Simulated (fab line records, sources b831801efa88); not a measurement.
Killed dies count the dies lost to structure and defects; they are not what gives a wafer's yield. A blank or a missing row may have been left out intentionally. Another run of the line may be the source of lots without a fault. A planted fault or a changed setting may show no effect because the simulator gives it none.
fab line records || flow sky130
record {"lots": 14, "wafers": 42, "lastDay": 50}
route steps=708 shown POLY_GATE@230 PAD_OPEN@708
lots with no fault: from the same line, run without faults
startH: start of the lot's first displayed wafer, in hours after the record's first day || waitH: hours elapsed since this lot's preceding step || " unchanged from the row above || L1.1+2: one row covering several wafers at once || - value missing, or start not given || * or withheld: withheld || < > ~ a bound
route shown NAME@n: a module of which the file shows steps, and the number in the route of the first || usual: mean/standard deviation of fault-free wafers || same: alike in all rows || chamber/n: place in a boat || sites: readings site by site || _std_site: standard deviation across them || _edge_site: inner sites' mean taken away from outer sites' mean || radiusMm: how far each site lies from the wafer's centre || mask NAME#n: copy n || behind: the most recent tool/chamber to have shaped the wafer || hold: what put the lot on hold/how long, in hours/how the hold closed || device: the transistor (n, p or np) that didn't switch || end of line: the tests these same wafers got at the end of their route || a step with no rows: only its recipe || killed: not the wafer's yield, but the dies lost to structure and defects at the first sort || map: a wafer's dies, x killed, . not, _ none there
set.NAME: the setting as run; set.NAME@STEP: as run at that earlier step || model.NAME: the simulator's own value behind a step, which no gauge read
one table for each step of the route and one row for each wafer, over a sample of lots
services: from which hour (startH, from the record's first day; less than 0 if before it) a tool's chamber was out of use, for how many hours, and why
## steps
# step SKY_POLY_GATE_ETCH_16
# recipe {"stopOn": "poly-Si", "chemistry": "CH3F/O2", "target": "Si3N4", "sourceW": 400, "biasW": 80, "pressureMtorr": 25, "ch3fFlowSccm": 40, "O2_flow_sccm": 30, "timeS": 147.5, "targetDepthA": 750}
# usual {"O2_flow_sccm": "30.01/0.074", "ch3fFlowSccm": "40.00/0.12", "drypumpMotorCurrentA": "5.9/0.62", "oesProductAu": "0.640/0.0057", "throttleValvePct": "10.535/0.0087"}
{"lot.wafer": "L154.1", "tool": "rieDiel-01", "chamber": 0, "startH": 359.03, "waitH": 0.0, "O2_flow_sccm": 29.98, "ch3fFlowSccm": 40.10, "drypumpMotorCurrentA": 6.6, "oesProductAu": 0.632, "rfHoursCounterH": 95, "throttleValvePct": 10.538}
{"lot.wafer": "L154.4", "tool": "rieDiel-01", "chamber": 2, "startH": 359.03, "waitH": 0.0, "O2_flow_sccm": 30.00, "ch3fFlowSccm": 40.12, "drypumpMotorCurrentA": 5.3, "oesProductAu": 0.632, "rfHoursCounterH": "-", "throttleValvePct": 10.550}
{"lot.wafer": "L154.6", "tool": "rieDiel-01", "chamber": 1, "startH": 359.03, "waitH": 0.0, "O2_flow_sccm": 30.03, "ch3fFlowSccm": 40.12, "drypumpMotorCurrentA": 5.7, "oesProductAu": 0.649, "rfHoursCounterH": "-", "throttleValvePct": 10.538}
{"lot.wafer": "L156.2", "tool": "rieDiel-04", "chamber": 0, "startH": 390.23, "waitH": 0.0, "O2_flow_sccm": 29.95, "ch3fFlowSccm": 40.06, "drypumpMotorCurrentA": 5.8, "oesProductAu": 0.643, "rfHoursCounterH": 77, "throttleValvePct": 10.527}
{"lot.wafer": "L156.5", "tool": "rieDiel-04", "chamber": 2, "startH": 390.23, "waitH": 0.0, "O2_flow_sccm": 30.00, "ch3fFlowSccm": 39.90, "drypumpMotorCurrentA": 6.8, "oesProductAu": 0.640, "rfHoursCounterH": "-", "throttleValvePct": 10.536}
{"lot.wafer": "L156.6", "tool": "rieDiel-04", "chamber": 1, "startH": 390.23, "waitH": 0.0, "O2_flow_sccm": 29.98, "ch3fFlowSccm": 39.96, "drypumpMotorCurrentA": 6.8, "oesProductAu": 0.642, "rfHoursCounterH": "-", "throttleValvePct": 10.523}
{"lot.wafer": "L157.1", "tool": "rieDiel-04", "chamber": 2, "startH": 403.60, "waitH": 0.0, "O2_flow_sccm": 29.95, "ch3fFlowSccm": 40.01, "drypumpMotorCurrentA": 6.8, "oesProductAu": 0.647, "rfHoursCounterH": 50, "throttleValvePct": 10.524}
{"lot.wafer": "L157.3", "tool": "rieDiel-04", "chamber": 0, "startH": 403.60, "waitH": 0.0, "O2_flow_sccm": 30.10, "ch3fFlowSccm": 40.13, "drypumpMotorCurrentA": 5.8, "oesProductAu": 0.638, "rfHoursCounterH": 78, "throttleValvePct": 10.551}
{"lot.wafer": "L157.6", "tool": "rieDiel-04", "chamber": 3, "startH": 403.60, "waitH": 0.0, "O2_flow_sccm": 30.07, "ch3fFlowSccm": 40.22, "drypumpMotorCurrentA": 5.1, "oesProductAu": 0.638, "rfHoursCounterH": "-", "throttleValvePct": 10.549}
{"lot.wafer": "L160.1", "tool": "rieDiel-04", "chamber": 3, "startH": 426.33, "waitH": 0.0, "O2_flow_sccm": 30.02, "ch3fFlowSccm": 40.00, "drypumpMotorCurrentA": 5.1, "oesProductAu": 0.638, "rfHoursCounterH": 2, "throttleValvePct": 10.523}
{"lot.wafer": "L160.2", "tool": "rieDiel-04", "chamber": 2, "startH": 426.33, "waitH": 0.0, "O2_flow_sccm": 30.08, "ch3fFlowSccm": 39.88, "drypumpMotorCurrentA": 6.8, "oesProductAu": 0.640, "rfHoursCounterH": 50, "throttleValvePct": 10.533}
{"lot.wafer": "L160.5", "tool": "rieDiel-04", "chamber": 0, "startH": 426.33, "waitH": 0.0, "O2_flow_sccm": 30.01, "ch3fFlowSccm": 40.11, "drypumpMotorCurrentA": 5.8, "oesProductAu": 0.629, "rfHoursCounterH": "-", "throttleValvePct": 10.530}
{"lot.wafer": "L163.3", "tool": "rieDiel-01", "chamber": 1, "startH": 449.50, "waitH": 0.0, "O2_flow_sccm": 30.01, "ch3fFlowSccm": 40.07, "drypumpMotorCurrentA": 5.8, "oesProductAu": 0.645, "rfHoursCounterH": 17, "throttleValvePct": 10.549}
{"lot.wafer": "L163.5", "tool": "rieDiel-01", "chamber": 3, "startH": 449.50, "waitH": 0.0, "O2_flow_sccm": 30.03, "ch3fFlowSccm": 40.21, "drypumpMotorCurrentA": 5.7, "oesProductAu": 0.646, "rfHoursCounterH": "-", "throttleValvePct": 10.533}
{"lot.wafer": "L163.6", "tool": "rieDiel-01", "chamber": 2, "startH": 449.50, "waitH": 0.0, "O2_flow_sccm": 30.04, "ch3fFlowSccm": 40.18, "drypumpMotorCurrentA": 5.3, "oesProductAu": 0.645, "rfHoursCounterH": "-", "throttleValvePct": 10.541}
{"lot.wafer": "L164.1", "tool": "rieDiel-01", "chamber": 3, "startH": 459.98, "waitH": 0.0, "O2_flow_sccm": 29.91, "ch3fFlowSccm": 39.99, "drypumpMotorCurrentA": 5.7, "oesProductAu": 0.637, "rfHoursCounterH": 2, "throttleValvePct": 10.526}
{"lot.wafer": "L164.2", "tool": "rieDiel-01", "chamber": 0, "startH": 459.98, "waitH": 0.0, "O2_flow_sccm": 29.85, "ch3fFlowSccm": 40.00, "drypumpMotorCurrentA": 6.6, "oesProductAu": 0.635, "rfHoursCounterH": 96, "throttleValvePct": 10.531}
{"lot.wafer": "L164.5", "tool": "rieDiel-01", "chamber": 2, "startH": 459.98, "waitH": 0.0, "O2_flow_sccm": 30.08, "ch3fFlowSccm": 39.84, "drypumpMotorCurrentA": 5.3, "oesProductAu": 0.645, "rfHoursCounterH": "-", "throttleValvePct": 10.549}
{"lot.wafer": "L168.2", "tool": "rieDiel-04", "chamber": 0, "startH": 492.08, "waitH": 0.0, "O2_flow_sccm": 30.10, "ch3fFlowSccm": 39.92, "drypumpMotorCurrentA": 5.8, "oesProductAu": 0.634, "rfHoursCounterH": 79, "throttleValvePct": 10.518}
{"lot.wafer": "L168.3", "tool": "rieDiel-04", "chamber": 1, "startH": 492.08, "waitH": 0.0, "O2_flow_sccm": 30.10, "ch3fFlowSccm": 40.01, "drypumpMotorCurrentA": 6.8, "oesProductAu": 0.651, "rfHoursCounterH": 1, "throttleValvePct": 10.535}
{"lot.wafer": "L168.4", "tool": "rieDiel-04", "chamber": 3, "startH": 492.08, "waitH": 0.0, "O2_flow_sccm": 30.00, "ch3fFlowSccm": 39.91, "drypumpMotorCurrentA": 5.1, "oesProductAu": 0.641, "rfHoursCounterH": 3, "throttleValvePct": 10.543}
{"lot.wafer": "L169.2", "tool": "rieDiel-03", "chamber": 0, "startH": 496.10, "waitH": 0.0, "O2_flow_sccm": 29.98, "ch3fFlowSccm": 40.02, "drypumpMotorCurrentA": 5.9, "oesProductAu": 0.636, "rfHoursCounterH": 83, "throttleValvePct": 10.526}
{"lot.wafer": "L169.3", "tool": "rieDiel-03", "chamber": 2, "startH": 496.10, "waitH": 0.0, "O2_flow_sccm": 29.95, "ch3fFlowSccm": 39.93, "drypumpMotorCurrentA": 5.3, "oesProductAu": 0.632, "rfHoursCounterH": 5, "throttleValvePct": 10.530}
{"lot.wafer": "L169.6", "tool": "rieDiel-03", "chamber": 3, "startH": 496.10, "waitH": 0.0, "O2_flow_sccm": 30.11, "ch3fFlowSccm": 40.10, "drypumpMotorCurrentA": 6.7, "oesProductAu": 0.640, "rfHoursCounterH": "-", "throttleValvePct": 10.533}
{"lot.wafer": "L171.1", "tool": "rieDiel-03", "chamber": 3, "startH": 517.13, "waitH": 0.0, "O2_flow_sccm": 29.93, "ch3fFlowSccm": 40.07, "drypumpMotorCurrentA": 6.7, "oesProductAu": 0.635, "rfHoursCounterH": 7, "throttleValvePct": 10.543}
{"lot.wafer": "L171.3", "tool": "rieDiel-03", "chamber": 2, "startH": 517.13, "waitH": 0.0, "O2_flow_sccm": 30.02, "ch3fFlowSccm": 39.90, "drypumpMotorCurrentA": 5.3, "oesProductAu": 0.643, "rfHoursCounterH": 6, "throttleValvePct": 10.543}
{"lot.wafer": "L171.6", "tool": "rieDiel-03", "chamber": 1, "startH": 517.13, "waitH": 0.0, "O2_flow_sccm": 29.97, "ch3fFlowSccm": 39.97, "drypumpMotorCurrentA": 5.2, "oesProductAu": 0.647, "rfHoursCounterH": "-", "throttleValvePct": 10.525}
{"lot.wafer": "L172.1", "tool": "rieDiel-04", "chamber": 3, "startH": 519.68, "waitH": 0.0, "O2_flow_sccm": 30.13, "ch3fFlowSccm": 40.00, "drypumpMotorCurrentA": 5.1, "oesProductAu": 0.635, "rfHoursCounterH": 4, "throttleValvePct": 10.540}
{"lot.wafer": "L172.2", "tool": "rieDiel-04", "chamber": 0, "startH": 519.68, "waitH": 0.0, "O2_flow_sccm": 30.08, "ch3fFlowSccm": 40.41, "drypumpMotorCurrentA": 5.8, "oesProductAu": 0.651, "rfHoursCounterH": 80, "throttleValvePct": 10.520}
{"lot.wafer": "L172.4", "tool": "rieDiel-04", "chamber": 2, "startH": 519.68, "waitH": 0.0, "O2_flow_sccm": 30.13, "ch3fFlowSccm": 39.98, "drypumpMotorCurrentA": 6.8, "oesProductAu": 0.645, "rfHoursCounterH": 52, "throttleValvePct": 10.539}
{"lot.wafer": "L173.1", "tool": "rieDiel-04", "chamber": 2, "startH": 536.10, "waitH": 0.0, "O2_flow_sccm": 30.02, "ch3fFlowSccm": 39.78, "drypumpMotorCurrentA": 6.8, "oesProductAu": 0.645, "rfHoursCounterH": 52, "throttleValvePct": 10.536}
{"lot.wafer": "L173.2", "tool": "rieDiel-04", "chamber": 0, "startH": 536.10, "waitH": 0.0, "O2_flow_sccm": 30.08, "ch3fFlowSccm": 39.97, "drypumpMotorCurrentA": 5.8, "oesProductAu": 0.646, "rfHoursCounterH": 81, "throttleValvePct": 10.543}
{"lot.wafer": "L173.5", "tool": "rieDiel-04", "chamber": 0, "startH": 536.10, "waitH": 0.0, "O2_flow_sccm": 30.01, "ch3fFlowSccm": 40.03, "drypumpMotorCurrentA": 5.8, "oesProductAu": 0.637, "rfHoursCounterH": "-", "throttleValvePct": 10.530}
{"lot.wafer": "L175.1", "tool": "rieDiel-04", "chamber": 3, "startH": 556.88, "waitH": 0.0, "O2_flow_sccm": 29.90, "ch3fFlowSccm": 39.88, "drypumpMotorCurrentA": 5.1, "oesProductAu": 0.635, "rfHoursCounterH": 4, "throttleValvePct": 10.533}
{"lot.wafer": "L175.3", "tool": "rieDiel-04", "chamber": 2, "startH": 556.88, "waitH": 0.0, "O2_flow_sccm": 30.04, "ch3fFlowSccm": 40.12, "drypumpMotorCurrentA": 6.8, "oesProductAu": 0.625, "rfHoursCounterH": 53, "throttleValvePct": 10.535}
{"lot.wafer": "L175.6", "tool": "rieDiel-04", "chamber": 2, "startH": 556.88, "waitH": 0.0, "O2_flow_sccm": 30.06, "ch3fFlowSccm": 40.08, "drypumpMotorCurrentA": 6.8, "oesProductAu": 0.638, "rfHoursCounterH": "-", "throttleValvePct": 10.520}
{"lot.wafer": "L176.1", "tool": "rieDiel-01", "chamber": 2, "startH": 571.93, "waitH": 0.0, "O2_flow_sccm": 29.79, "ch3fFlowSccm": 39.79, "drypumpMotorCurrentA": 5.3, "oesProductAu": 0.637, "rfHoursCounterH": 7, "throttleValvePct": 10.530}
{"lot.wafer": "L176.2", "tool": "rieDiel-01", "chamber": 1, "startH": 571.93, "waitH": 0.0, "O2_flow_sccm": 30.03, "ch3fFlowSccm": 40.12, "drypumpMotorCurrentA": 5.8, "oesProductAu": 0.638, "rfHoursCounterH": 19, "throttleValvePct": 10.532}
{"lot.wafer": "L176.4", "tool": "rieDiel-01", "chamber": 1, "startH": 571.93, "waitH": 0.0, "O2_flow_sccm": 30.08, "ch3fFlowSccm": 40.17, "drypumpMotorCurrentA": 5.8, "oesProductAu": 0.635, "rfHoursCounterH": "-", "throttleValvePct": 10.533}
{"lot.wafer": "L177.1", "tool": "rieDiel-04", "chamber": 1, "startH": 587.78, "waitH": 0.0, "O2_flow_sccm": 29.99, "ch3fFlowSccm": 39.97, "drypumpMotorCurrentA": 6.8, "oesProductAu": 0.643, "rfHoursCounterH": 3, "throttleValvePct": 10.535}
{"lot.wafer": "L177.2", "tool": "rieDiel-04", "chamber": 2, "startH": 587.78, "waitH": 0.0, "O2_flow_sccm": 30.05, "ch3fFlowSccm": 40.20, "drypumpMotorCurrentA": 6.8, "oesProductAu": 0.642, "rfHoursCounterH": 54, "throttleValvePct": 10.527}
{"lot.wafer": "L177.4", "tool": "rieDiel-04", "chamber": 1, "startH": 587.78, "waitH": 0.0, "O2_flow_sccm": 30.01, "ch3fFlowSccm": 39.94, "drypumpMotorCurrentA": 6.8, "oesProductAu": 0.638, "rfHoursCounterH": "-", "throttleValvePct": 10.525}
# step SKY_PAD_OPEN_PROBE_99
# usual {"killed_at_M0_to_M3": "44/7.2", "killed_at_M4_up": "3.4/2.1", "killedAtContacts": "24/5.5", "killedAtFrontEnd": "15/4.6", "killedAtOther": "0.4/0.64", "killedDies": "86/9.1", "killedOnRim": "17/3.8", "killedOpen": "47/7.5", "killedShort": "39/5.8"}
# same {"grossDies": 492, "killedAtBackSide": 0}
{"lot.wafer": "L163.3", "tool": "prober-02", "chamber": "-", "startH": 1128.86, "waitH": 0.2, "killed_at_M0_to_M3": 39, "killed_at_M4_up": 5, "killedAtContacts": 33, "killedAtFrontEnd": 76, "killedAtOther": 0, "killedDies": 153, "killedOnRim": 27, "killedOpen": 52, "killedShort": 43}
{"lot.wafer": "L163.5", "tool": "prober-02", "chamber": "-", "startH": 1128.96, "waitH": 0.2, "killed_at_M0_to_M3": 39, "killed_at_M4_up": 7, "killedAtContacts": 32, "killedAtFrontEnd": 68, "killedAtOther": 1, "killedDies": 147, "killedOnRim": 31, "killedOpen": 58, "killedShort": 37}
{"lot.wafer": "L163.6", "tool": "prober-02", "chamber": "-", "startH": 1129.01, "waitH": 0.2, "killed_at_M0_to_M3": 54, "killed_at_M4_up": 2, "killedAtContacts": 17, "killedAtFrontEnd": 83, "killedAtOther": 2, "killedDies": 158, "killedOnRim": 18, "killedOpen": 49, "killedShort": 34}
{"lot.wafer": "L164.1", "tool": "prober-01", "chamber": "-", "startH": 1135.86, "waitH": 0.1, "killed_at_M0_to_M3": 42, "killed_at_M4_up": 6, "killedAtContacts": 24, "killedAtFrontEnd": 53, "killedAtOther": 0, "killedDies": 125, "killedOnRim": 20, "killedOpen": 40, "killedShort": 41}
{"lot.wafer": "L164.2", "tool": "prober-01", "chamber": "-", "startH": 1135.91, "waitH": 0.1, "killed_at_M0_to_M3": 40, "killed_at_M4_up": 4, "killedAtContacts": 16, "killedAtFrontEnd": 84, "killedAtOther": 0, "killedDies": 144, "killedOnRim": 16, "killedOpen": 43, "killedShort": 29}
{"lot.wafer": "L164.5", "tool": "prober-01", "chamber": "-", "startH": 1136.06, "waitH": 0.2, "killed_at_M0_to_M3": 34, "killed_at_M4_up": 5, "killedAtContacts": 21, "killedAtFrontEnd": 76, "killedAtOther": 0, "killedDies": 136, "killedOnRim": 21, "killedOpen": 35, "killedShort": 30}
# killed by level:class
L163.3 POLY_GATE:unspecified=58 CONTACT:geometricParticle:open=14 VIA1:geometricParticle:open=13 VIA1:geometricParticle:short=8 CONTACT:geometricParticle:short=7 VIA2:geometricParticle:open=6 POLY_GATE:geometricParticle:short=5 LOCAL_INTERCONNECT:geometricParticle:short=5
L163.5 POLY_GATE:unspecified=51 CONTACT:geometricParticle:open=15 VIA1:geometricParticle:open=14 VIA3:geometricParticle:open=9 CONTACT:geometricParticle:short=8 METAL4:geometricParticle:short=6 SPACER:geometricParticle:open=5 LOCAL_INTERCONNECT:geometricParticle:short=5
L163.6 POLY_GATE:unspecified=74 VIA1:geometricParticle:open=17 VIA3:geometricParticle:short=7 VIA3:geometricParticle:open=6 LI_CONTACT:geometricParticle:open=6 CONTACT:geometricParticle:open=5 METAL2:geometricParticle:short=5 VIA1:geometricParticle:short=4
L164.1 POLY_GATE:unspecified=44 VIA1:geometricParticle:open=11 CONTACT:geometricParticle:open=11 METAL1:geometricParticle:short=6 CONTACT:geometricParticle:short=5 VIA3:geometricParticle:short=5 VIA2:geometricParticle:open=4 METAL4:geometricParticle:short=4
L164.2 POLY_GATE:unspecified=72 VIA1:geometricParticle:open=10 VIA3:geometricParticle:short=7 CONTACT:geometricParticle:open=6 VIA3:geometricParticle:open=5 LI_CONTACT:geometricParticle:open=5 METAL2:geometricParticle:short=5 POLY_GATE:geometricParticle:open=3
L164.5 POLY_GATE:unspecified=71 CONTACT:geometricParticle:open=9 VIA1:geometricParticle:open=6 VIA3:geometricParticle:open=6 METAL3:geometricParticle:short=5 METAL2:geometricParticle:short=5 CONTACT:geometricParticle:short=5 LI_CONTACT:geometricParticle:open=4
## services
{"tool": "rieDiel-01", "chamber": 3, "startH": 347.45, "hours": "-", "kind": "clean"}
{"tool": "rieDiel-01", "chamber": 3, "startH": 347.45, "hours": 16.7, "kind": "scheduledDown"}
{"tool": "rieDiel-01", "chamber": 3, "startH": 347.45, "hours": 16.7, "kind": "ventCycle"}
{"tool": "rieDiel-04", "chamber": "-", "startH": 357.04, "hours": 2.8, "kind": "pm"}
{"tool": "rieDiel-04", "chamber": 1, "startH": 359.76, "hours": 9.7, "kind": "repair"}
{"tool": "rieDiel-01", "chamber": 0, "startH": 362.95, "hours": 11.1, "kind": "repair"}
{"tool": "rieDiel-01", "chamber": "-", "startH": 371.86, "hours": 0.3, "kind": "repair"}
{"tool": "rieDiel-04", "chamber": "-", "startH": 383.64, "hours": 0.4, "kind": "repair"}
{"tool": "rieDiel-01", "chamber": 2, "startH": 393.37, "hours": 4.1, "kind": "repair"}
{"tool": "rieDiel-01", "chamber": 0, "startH": 403.54, "hours": 16.1, "kind": "repair"}
{"tool": "rieDiel-01", "chamber": 2, "startH": 412.60, "hours": 10.8, "kind": "repair"}
{"tool": "rieDiel-04", "chamber": 1, "startH": 414.77, "hours": "-", "kind": "clean"}
{"tool": "rieDiel-04", "chamber": 1, "startH": 414.77, "hours": 19.0, "kind": "scheduledDown"}
{"tool": "rieDiel-04", "chamber": 1, "startH": 414.77, "hours": 19.0, "kind": "ventCycle"}
{"tool": "rieDiel-01", "chamber": 3, "startH": 444.35, "hours": 5.0, "kind": "repair"}
{"tool": "rieDiel-01", "chamber": 0, "startH": 451.40, "hours": 6.1, "kind": "repair"}
{"tool": "rieDiel-04", "chamber": 2, "startH": 473.85, "hours": 4.6, "kind": "repair"}
{"tool": "rieDiel-03", "chamber": 1, "startH": 493.15, "hours": 3.1, "kind": "repair"}
{"tool": "rieDiel-01", "chamber": "-", "startH": 500.88, "hours": 0.3, "kind": "repair"}
{"tool": "rieDiel-01", "chamber": "-", "startH": 509.70, "hours": 28.1, "kind": "pm"}
{"tool": "rieDiel-01", "chamber": 3, "startH": 563.69, "hours": 26.5, "kind": "repair"}
{"tool": "rieDiel-04", "chamber": 0, "startH": 565.92, "hours": "-", "kind": "clean"}
{"tool": "rieDiel-04", "chamber": 0, "startH": 565.92, "hours": 27.4, "kind": "scheduledDown"}
{"tool": "rieDiel-04", "chamber": 0, "startH": 565.92, "hours": 27.4, "kind": "ventCycle"}
## key
firstSign {"step": "SKY_PAD_OPEN_PROBE_99", "reading": "killedAtFrontEnd", "direction": "up", "sigmas": 13, "usual": 15, "struck": 73}
effect {"step": "SKY_PAD_OPEN_PROBE_99", "reading": "killedDies", "direction": "up", "sigmas": 6.3, "usual": 86, "struck": 144}
metAt SKY_POLY_GATE_ETCH_16
struckLots L163,L164
testerLeftOut L163,L164
onsetBetween 359.03 449.50
fault {"kind": "chamberParticleSource", "tool": "rieDiel-01", "chamber": "-", "onsetH": 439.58, "steps": "SKY_POLY_GATE_ETCH_16", "ratePerVisitCm2": 2.1329, "endH": 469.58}
# testerLeftOut: of these lots the tester's yield and bins aren't shown, on N5 and GAA mostly nor the transistor test; their killed dies are dies lost to structure and defects alone, not to doping, threshold or leakage, so they don't give the yield
